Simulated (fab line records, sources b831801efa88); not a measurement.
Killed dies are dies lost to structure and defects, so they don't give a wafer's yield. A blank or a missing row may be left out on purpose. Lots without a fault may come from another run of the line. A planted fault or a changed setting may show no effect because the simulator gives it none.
A struck lot beside a sound one | flow sky130 | 26 steps out of a route of 708
Sound: wafers L649.1, L649.3, L649.4. Struck: wafers L659.1, L659.5, L659.6. The cause comes at the end.
At each step with rows: each side's tool, then ch and its chambers, then its first start. Under that, the readings that differ: sound wafers | struck wafers | difference of the means | sigmas: that difference in standard deviations of wafers without a fault.
alike: readings whose means differ by less than 2 such deviations, and words and numbers that are the same on both sides. not compared: withheld readings, readings that some wafer has no value for, bounds like >300 that may hide the same value, and numbers for which the record gives no deviation and whose values overlap.
The two part at a step that has a row with sigmas, a row that says differs or no value, or rows on one side only. Numbers that don't overlap but have no deviation are shown without sigmas and don't part them. A reading that every wafer of one side lacks parts them only if that side has two wafers or more.

first, 8 steps without rows for these wafers: SKY_POLY_CUT_DEHYDRATE_00 (time 60 s); SKY_POLY_CUT_HMDS_01 (prime time 60 s); SKY_POLY_CUT_COAT_02 (resist thk 60 nm); SKY_POLY_CUT_COAT_03 (resist thk 450 nm); SKY_POLY_CUT_SOFTBAKE_04 (time 90 s); SKY_POLY_CUT_EXPOSE_05 (exposes mask NPCM, target cd 270 nm); SKY_POLY_CUT_PEB_06; SKY_POLY_CUT_DEVELOP_07 (develop time 60 s).
SKY_POLY_CUT_CD_MEAS_08: target cd 270 nm.
  sound on cd_sem-01, day 27 20:23; struck on cd_sem-02, day 30 20:23
  alike: cd_nm
SKY_POLY_CUT_OVL_MEAS_09:
  sound on overlay-02, day 27 20:30; struck on overlay-02, day 30 20:30
  alike: POLY_CUT_OVL
SKY_POLY_CUT_ETCH_10: etches BARC in N2/H2, stops on SiO2, time 45.9 s, target depth 60 nm.
  sound on rie_diel-03 ch 0,1,3, day 27 20:32; struck on rie_diel-04 ch 2,3, day 30 20:32
  alike: drypump_motor_current_A, oes_product_au, throttle_valve_pct
  not compared: rf_hours_counter_h
SKY_POLY_CUT_ETCH_11: etches Si3N4 in CF4/CH2F2/Ar, stops on poly-Si, time 42.5 s, target depth 60 nm.
  sound on rie_diel-03 ch 0,1,3, day 27 20:35; struck on rie_diel-04 ch 2,3, day 30 20:35
  alike: ch2f2_flow_sccm, drypump_motor_current_A, oes_product_au, throttle_valve_pct
  not compared: rf_hours_counter_h
SKY_POLY_CUT_STRIP_12: strips in O2/N2.
  sound on plasma_asher-01 ch 0,1, day 27 20:37; struck on plasma_asher-04 ch 0,1, day 30 20:37
  no value came back on the struck wafers for chamber_pressure_mTorr (mTorr), drypump_motor_current_A (A), oes_product_au (a.u.), strip_time_to_endpoint_s (s); on the sound wafers chamber_pressure_mTorr (mTorr) reads 1498.8 1498.6 1499.4
  reading                                         | sound | struck            | difference | sigmas
  model.KrF-thick_of_POLY_CUT_COAT_03.thk_nm (nm) | 0 0 0 | 408.7 407.4 407.5 | +407.9     |
  not compared: rf_hours_counter_h
then, 7 steps without rows for these wafers: SKY_SD_P_DEHYDRATE_00 (time 60 s); SKY_SD_P_HMDS_01 (prime time 60 s); SKY_SD_P_COAT_02 (resist thk 1140 nm); SKY_SD_P_SOFTBAKE_03 (time 60 s); SKY_SD_P_EXPOSE_04 (exposes mask PSDM, target cd 380 nm); SKY_SD_P_PEB_05; SKY_SD_P_DEVELOP_06 (develop time 60 s).
SKY_SD_P_CD_MEAS_07: target cd 380 nm.
  sound on cd_sem-01, day 29 00:47; struck on cd_sem-01, day 31 23:50
  alike: cd_nm
SKY_SD_P_OVL_MEAS_08:
  sound on overlay-02, day 29 00:55; struck on overlay-01, day 31 23:58
  alike: SD_P_OVL
then, 1 step without rows for these wafers: SKY_SD_P_IMPLANT_09.
SKY_SD_P_STRIP_10: strips in O2/N2.
  sound on plasma_asher-03 ch 0,1, day 29 01:06; struck on plasma_asher-02 ch 0,1, day 32 00:09
  reading                      | sound             | struck            | difference | sigmas
  oes_product_au (a.u.)        | 0.615 0.618 0.618 | 0.569 0.583 0.569 | -0.043     | -9
  strip_time_to_endpoint_s (s) | 17.45 17.49 17.42 | 22.81 22.84 22.84 | +5.38      | +99 or more
  alike: chamber_pressure_mTorr, drypump_motor_current_A
  not compared: rf_hours_counter_h
SKY_SD_P_TW_MEAS_11:
  sound on film_metro-01, day 29 01:12; struck on film_metro-01, day 32 00:29
  reading | sound          | struck   | difference | sigmas
  SD_P_TW | 2822 2819 2803 | 30 30 30 | -2785      | -99 or more
  not compared: hold
then, 1 step without rows for these wafers: SKY_PAD_OPEN_PROBE_99.

WHERE THEY PART
First at SKY_POLY_CUT_STRIP_12; last, within this record, at SKY_SD_P_TW_MEAS_11.

WHY: what the simulator had put in
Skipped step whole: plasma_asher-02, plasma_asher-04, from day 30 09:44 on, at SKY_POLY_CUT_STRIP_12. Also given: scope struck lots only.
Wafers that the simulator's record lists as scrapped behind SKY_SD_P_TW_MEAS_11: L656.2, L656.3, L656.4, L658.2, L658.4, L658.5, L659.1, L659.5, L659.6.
